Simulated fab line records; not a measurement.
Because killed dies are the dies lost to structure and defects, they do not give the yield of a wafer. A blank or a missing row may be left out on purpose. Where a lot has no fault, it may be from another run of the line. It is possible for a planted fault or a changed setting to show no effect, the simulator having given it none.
Chamber matching ; flow sky130 ; cmp-02 running SKY_VIA4_CMP_21: 4 sister chambers
The step polishes, stops on SiO2, t overpolish 25 s, target thk 0 nm. 4 wafers are shown with their chamber, then 12 later ones without.

## WAFERS, EACH WITH ITS CHAMBER
wafer;chamber;motor-current-A (A)
L088.6;2;9.7
L090.4;3;11.1
L090.5;1;9.8
L090.6;0;12.0

## WAFERS WITH NO CHAMBER GIVEN
wafer;motor-current-A (A)
L089.1;11.4
L089.3;10.6
L089.6;10.1
L091.3;10.1
L091.4;10.2
L091.5;9.9
L092.1;10.3
L092.4;10.3
L092.5;12.1
L096.2;10.2
L096.3;12.3
L096.5;9.8

## THE CHAMBER EACH PASSED THROUGH
wafer;from the rows above;in truth
L089.1;can't be placed: 3 or 0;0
L089.3;can't be placed: 3 or 1 or 2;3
L089.6;can't be placed: 1 or 2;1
L091.3;can't be placed: 1 or 2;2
L091.4;can't be placed: 1 or 2 or 3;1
L091.5;can't be placed: 1 or 2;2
L092.1;can't be placed: 1 or 2 or 3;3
L092.4;can't be placed: 1 or 2 or 3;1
L092.5;0;0
L096.2;can't be placed: 1 or 2 or 3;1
L096.3;0;0
L096.5;can't be placed: 1 or 2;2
Correctly placed: 2 of 12. Not placeable from these rows: 10 (in 10, the candidates include the true chamber). Placed wrongly: 0.
How it was worked out, from the rows above alone: a wafer's distance from a chamber is the root of the sum, over the readings, of the square of ((its reading less the chamber's mean) divided by the reading's scatter). The wafer belongs to the nearest chamber; if the next one is less than 2 further off, it can't be placed. Each chamber's mean is taken over the wafers shown for it. The scatter (one wafer shown for each chamber): square how far every hidden wafer sits from the nearest shown wafer, average those squares and take the square root.
